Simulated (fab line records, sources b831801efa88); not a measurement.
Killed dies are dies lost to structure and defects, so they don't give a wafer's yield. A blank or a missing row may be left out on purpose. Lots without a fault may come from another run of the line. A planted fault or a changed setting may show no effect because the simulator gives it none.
Chamber matching | flow sky130 | SKY_SPACER_ETCHBACK_02 on rie_diel-03: 4 sister chambers
The step etches Si3N4 in CH3F/O2, stops on SiO2, time 46.7 s, target depth 45 nm. 16 wafers are shown with their chamber, then 8 later ones without.

WAFERS WITH THEIR CHAMBER
wafer  | chamber | drypump_motor_current_A (A) | oes_product_au (a.u.) | O2_flow_sccm (sccm)
L172.2 | 3       | 5.5                         | 0.855                 | 29.97
L172.3 | 0       | 5.8                         | 0.846                 | 30.00
L172.6 | 3       | 5.5                         | 0.861                 | 29.96
L173.1 | 0       | 5.8                         | 0.852                 | 29.95
L173.2 | 3       | 5.5                         | 0.855                 | 29.86
L173.5 | 1       | 5.5                         | 0.857                 | 29.97
L174.2 | 3       | 5.5                         | 0.851                 | 30.11
L174.3 | 2       | 6.3                         | 0.858                 | 29.91
L174.6 | 1       | 5.5                         | 0.853                 | 29.96
L180.2 | 2       | 6.3                         | 0.849                 | 29.97
L180.4 | 0       | 5.8                         | 0.846                 | 29.98
L180.5 | 2       | 6.3                         | 0.854                 | 29.91
L181.4 | 3       | 5.5                         | 0.855                 | 30.10
L181.5 | 2       | 6.3                         | 0.856                 | 30.09
L181.6 | 1       | 5.5                         | 0.843                 | 30.09
L182.1 | 0       | 5.9                         | 0.855                 | 29.97

SIGNATURES (means of the wafers above)
reading                 | chamber 0 | chamber 1 | chamber 2 | chamber 3 | scatter within a chamber
drypump_motor_current_A | 5.825     | 5.500     | 6.300     | 5.500     | 0.025
oes_product_au          | 0.84975   | 0.85100   | 0.85425   | 0.85540   | 0.00466
O2_flow_sccm            | 29.9750   | 30.0067   | 29.9700   | 30.0000   | 0.0804
Rule: a wafer's distance from a chamber is the root of the sum, over the readings, of the square of ((its reading less the chamber's mean) divided by the reading's scatter). The wafer belongs to the nearest chamber; if the next one is less than 2 further off, it can't be placed. The scatter: the root of (the sum of the squares of (reading less its chamber's mean) over the shown wafers, divided by (wafers less chambers)).

WAFERS WITHOUT THEIR CHAMBER
wafer  | drypump_motor_current_A (A) | oes_product_au (a.u.) | O2_flow_sccm (sccm)
L182.3 | 5.5                         | 0.857                 | 30.09
L182.4 | 5.5                         | 0.862                 | 29.76
L189.4 | 5.5                         | 0.860                 | 30.09
L189.5 | 5.9                         | 0.857                 | 30.21
L189.6 | 5.5                         | 0.862                 | 30.12
L194.2 | 5.5                         | 0.851                 | 29.99
L194.4 | 5.5                         | 0.871                 | 30.04
L194.5 | 5.5                         | 0.856                 | 30.03

WHICH CHAMBER EACH WENT THROUGH
wafer  | from the rows above     | in truth
L182.3 | can't be placed: 3 or 1 | 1
L182.4 | can't be placed: 3 or 1 | 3
L189.4 | can't be placed: 3 or 1 | 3
L189.5 | 0                       | 0
L189.6 | can't be placed: 3 or 1 | 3
L194.2 | can't be placed: 1 or 3 | 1
L194.4 | can't be placed: 3 or 1 | 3
L194.5 | can't be placed: 3 or 1 | 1
Placed correctly: 1 of 8. Can't be placed from these rows: 7 (the true chamber is among the candidates in 7). Placed wrongly: 0.
